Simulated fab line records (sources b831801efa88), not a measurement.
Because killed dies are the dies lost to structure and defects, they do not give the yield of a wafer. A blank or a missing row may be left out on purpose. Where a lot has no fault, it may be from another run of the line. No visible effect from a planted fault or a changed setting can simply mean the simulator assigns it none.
Struck lot and sound lot, side by side | flow sky130 | 20 steps out of a route of 708
Sound: these wafers, L450.1, L450.2, L450.5. The struck wafers were L455.2, L455.3, L455.5. At the end, the cause is stated.
At each step with rows: each side's tool, then ch and its chambers, then its first start. Under that, the readings that differ: sound wafers | struck wafers | difference of the means | sigmas: that difference in standard deviations of wafers without a fault.
alike: readings with means less than 2 such deviations apart, plus words and numbers identical on both sides. not compared: withheld readings, readings lacking a value on some wafer, bounds such as >300 that could conceal the same value, and numbers that have no deviation in the record and whose values overlap.
The two part at a step that has a row with sigmas, a row that says differs or no value, or rows on one side only. When numbers do not overlap yet have no deviation, they are printed without sigmas and do not part them. Lack of a reading on every wafer of one side parts them only where that side has two or more wafers.

SKY_RES_XHIGH_STRIP_08: strips in O2/N2.
  sound on plasma-asher-03 ch 0,1, day 30 18:59; struck on plasma-asher-03 ch 0,1, day 32 06:40
  alike: drypump-motor-current-A, oes-product-au, strip-time-to-endpoint-s
  not compared: rf-hours-counter-h
SKY_RES_XHIGH_TW_MEAS_09:
  sound: film-metro-02 at day 30 19:05; struck: film-metro-04 at day 32 06:47
  reading      | sound          | struck         | difference | sigmas
  RES_XHIGH_TW | 1622 1614 1613 | 1653 1659 1651 | +38        | +2
then, 7 steps without rows for these wafers: SKY_SD_N_DEHYDRATE_00 (time 60 s); SKY_SD_N_HMDS_01 (prime time 60 s); SKY_SD_N_COAT_02 (resist thk 1140 nm); SKY_SD_N_SOFTBAKE_03 (time 60 s); SKY_SD_N_EXPOSE_04 (exposes mask NSDM, target cd 380 nm); SKY_SD_N_PEB_05; SKY_SD_N_DEVELOP_06 (develop time 60 s).
SKY_SD_N_CD_MEAS_07 targets a cd of 380 nm.
  sound: cd-sem-02 at day 31 21:13; struck: cd-sem-02 at day 33 09:31
  alike: cd-nm
SKY_SD_N_OVL_MEAS_08:
  sound: overlay-02 at day 31 21:20; struck: overlay-02 at day 33 09:37
  reading       | sound       | struck         | difference | sigmas
  SD_N_OVL (nm) | 2.6 1.5 0.2 | -0.5 -1.9 -3.3 | -3.3       | -2
next, for these wafers, 1 step has no rows: SKY_SD_N_IMPLANT_09.
SKY_SD_N_IMPLANT_10:
  sound on implanter-03 ch 0, day 31 21:31; struck on implanter-03 ch 0, day 33 09:49
  reading            | sound                           | struck                       | difference | sigmas
  dose-ions-cm2      | 1.0008e+14 9.984e+13 1.0007e+14 | 3.885e+13 3.849e+13 3.86e+13 | -6.135e+13 | -99 or more
  faraday-current-uA | 579 574 576                     | 224 221 213                  | -357       | -15
SKY_SD_N_STRIP_11: strips in O2/N2.
  sound on plasma-asher-03 ch 0,1, day 31 21:40; struck on plasma-asher-03 ch 1, day 33 09:57
  alike: drypump-motor-current-A, oes-product-au, strip-time-to-endpoint-s
  not compared: rf-hours-counter-h
SKY_SD_N_TW_MEAS_12:
  sound: film-metro-01 at day 31 21:46; struck: film-metro-01 at day 33 10:08
  alike: SD_N_TW
then, 1 step without rows for these wafers: SKY_SD_N_CLEAN_13 (cleans in SC1/SC2, time 150 s).
SKY_SD_N_RTA_14: time 2 s.
  sound on rtp-anneal-01 ch 0, day 31 21:53; struck on rtp-anneal-02 ch 0, day 33 10:14
  alike: lamp-power-pct, wafer_temp_C_max
SKY_SD_N_RS_MEAS_16: the measuring method here is four-point-probe.
  sound: film-metro-02 at day 31 22:04; struck: film-metro-04 at day 33 10:47
  reading          | sound             | struck            | difference | sigmas
  SD_N_RS (ohm/sq) | 68.52 68.40 68.60 | 70.25 70.08 70.15 | +1.65      | +15
  not compared: hold
SKY_SD_N_RS_MEAS_17: the measuring method here is four-point-probe.
  sound: film-metro-02 at day 31 22:11; struck: film-metro-04 at day 33 14:04
  reading | sound | struck                                                                     | difference                   | sigmas
  hold    | - - - | await-dispo/3.2h/release await-dispo/3.2h/release await-dispo/3.2h/release | no value on the sound wafers |
  alike: SD_P_RS
-- record jumps: 16 days separate the struck wafers' starts on either side; left off in module SD_N, taken up again in module PAD_OPEN, whose first shown step is the route's number 708 --
SKY_PAD_OPEN_PROBE_99:
  sound: prober-02 at day 48 13:35; struck: prober-02 at day 49 17:19
  reading                         | sound           | struck          | difference | sigmas
  model.etest.res-ndiff.rs-ohm-sq | 116.6 116.9 117 | 122.8 123 122.7 | +6.0       |
  alike: killed_at_M0_to_M3, killed_at_M4_up, killed-at-contacts, killed-at-front-end, killed-at-other, killed-dies, killed-open, killed-short

## WHERE THEY PART
First at SKY_RES_XHIGH_TW_MEAS_09; last, within this record, at SKY_SD_N_RS_MEAS_17. Later steps at which nothing parts them and some readings are alike: SKY_PAD_OPEN_PROBE_99.

WHY: the cause the simulator had injected
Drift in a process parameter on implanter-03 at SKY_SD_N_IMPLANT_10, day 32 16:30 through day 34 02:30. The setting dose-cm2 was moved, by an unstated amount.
